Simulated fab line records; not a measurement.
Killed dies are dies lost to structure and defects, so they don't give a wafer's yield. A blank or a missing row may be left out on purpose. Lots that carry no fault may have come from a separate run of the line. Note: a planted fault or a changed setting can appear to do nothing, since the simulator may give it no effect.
A struck lot beside a sound one | flow sky130 | 15 out of 708 route steps
Sound: the wafers L929.3, L929.4, L929.6. Wafers L939.2, L939.3, L939.4 were the ones struck. The cause is named last.
At each step with rows: each side's tool, then ch and its chambers, then its first start. Under that, the readings that differ: sound wafers | struck wafers | difference of the means | sigmas: that difference in standard deviations of wafers without a fault.
alike: same words and numbers on both sides, and readings whose means sit less than 2 such deviations apart. not compared: any withheld reading, any reading some wafer has no value for, any bound like >300 that may hide the same value, and any number with overlapping values for which the record gives no deviation.
A row with sigmas, a row that says differs or no value, or rows on one side alone: a step with any of these is where the two part. When numbers do not overlap yet have no deviation, they are printed without sigmas and do not part them. A reading that every wafer of one side lacks parts them only if that side has two wafers or more.

first, 7 steps without rows for these wafers: SKY_PAD_OPEN_DEHYDRATE_00 (time 60 s); SKY_PAD_OPEN_HMDS_01 (prime time 60 s); SKY_PAD_OPEN_COAT_02 (resist thk 3000 nm); SKY_PAD_OPEN_SOFTBAKE_03; SKY_PAD_OPEN_EXPOSE_04 (exposes mask PDM, target cd 60000 nm); SKY_PAD_OPEN_PEB_05; SKY_PAD_OPEN_DEVELOP_06 (develop time 60 s).
SKY_PAD_OPEN_ETCH_07: etches the open film in CF4/O2, stops on AlCu, target depth 725 nm, time 161.1 s.
  sound on rie-diel-04 ch 0,1,3, day 47 14:45; struck on rie-diel-04 ch 1,2,3, day 50 00:26
  alike: drypump-motor-current-A, oes-product-au, throttle-valve-pct
  not compared: rf-hours-counter-h
SKY_PAD_OPEN_STRIP_08: strips in O2/N2.
  sound on plasma-asher-02 ch 0,1, day 47 14:53; struck on plasma-asher-01 ch 0,1, day 50 00:33
  alike: drypump-motor-current-A, oes-product-au, strip-time-to-endpoint-s
  not compared: rf-hours-counter-h
then, 3 steps without rows for these wafers: SKY_PAD_OPEN_STRIP_09 (strips in post etch residue remover, time 1200 s); SKY_PAD_OPEN_CLEAN_10 (cleans in IPA, time 180 s); SKY_PAD_OPEN_CLEAN_11 (cleans in O3/DIW).
SKY_PAD_OPEN_ANNEAL_12:
  sound on furnace-01 ch 0, day 47 15:27; struck on furnace-01 ch 0, day 50 02:02
  reading                  | sound             | struck            | difference | sigmas
  spike-tc-bottom-C (C)    | 426.5 425.6 428.6 | 389.4 388.8 389.1 | -37.8      | -34
  spike-tc-centre-C (C)    | 402.3 401.0 401.2 | 363.9 365.9 363.3 | -37.1      | -40
  spike-tc-lower-C (C)     | 400.4 401.0 398.5 | 361.6 360.8 362.3 | -38.4      | -35
  spike-tc-top-C (C)       | 430.9 425.5 428.6 | 390.4 392.3 391.8 | -36.8      | -33
  spike-tc-upper-C (C)     | 398.2 399.3 399.9 | 360.8 360.7 362.0 | -38.0      | -32
  zone-power-top-pct (%)   | 9.27 9.49 9.35    | 8.24 8.21 8.11    | -1.18      | -7
  zone-power-upper-pct (%) | 4.30 4.34 4.38    | 3.76 3.76 3.75    | -0.58      | -5
SKY_PAD_OPEN_BOW_MEAS_13:
  struck on film-metro-04, day 50 03:33; sound on film-metro-04, day 47 16:59
  alike: PAD_OPEN_BOW
SKY_PAD_OPEN_PROBE_99:
  struck on prober-02, day 50 03:42; sound on prober-02, day 47 17:10
  reading                                          | sound                | struck               | difference | sigmas
  model.etest.diode-ndiff-fingers.leak-log10-a-cm2 | -6.753 -6.869 -6.602 | -6.159 -6.177 -6.332 | +0.519     |
  model.etest.nfet_01v8_swapped.off-log10-a-um     | -13.41 -13.56 -13.4  | -13.21 -13.36 -13.31 | +0.16      |
  alike: defect-limited-yield, killed_at_M0_to_M3, killed_at_M4_up, killed-at-contacts, killed-at-front-end, killed-at-other, killed-dies, killed-open, killed-short, sort_bin_3_pad_short, sort_bin_5_function, sort_bin_6_memory, sort-n-pass, sort-yield-pct
  not compared: model.etest.diode-pdiff-fingers.leak-log10-a-cm2, model.etest.nfet_01v8.off-log10-a-um, model.etest.nfet_01v8_turned.off-log10-a-um, model.etest.nfet-g5v0d10v5.off-log10-a-um

== WHERE THEY PART ==
Only at SKY_PAD_OPEN_ANNEAL_12, within this record. Later steps at which nothing parts them and some readings are alike: SKY_PAD_OPEN_BOW_MEAS_13, SKY_PAD_OPEN_PROBE_99.

WHY: what the simulator had put in
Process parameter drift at SKY_PAD_OPEN_ANNEAL_12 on furnace-01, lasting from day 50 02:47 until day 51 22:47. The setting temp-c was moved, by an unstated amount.
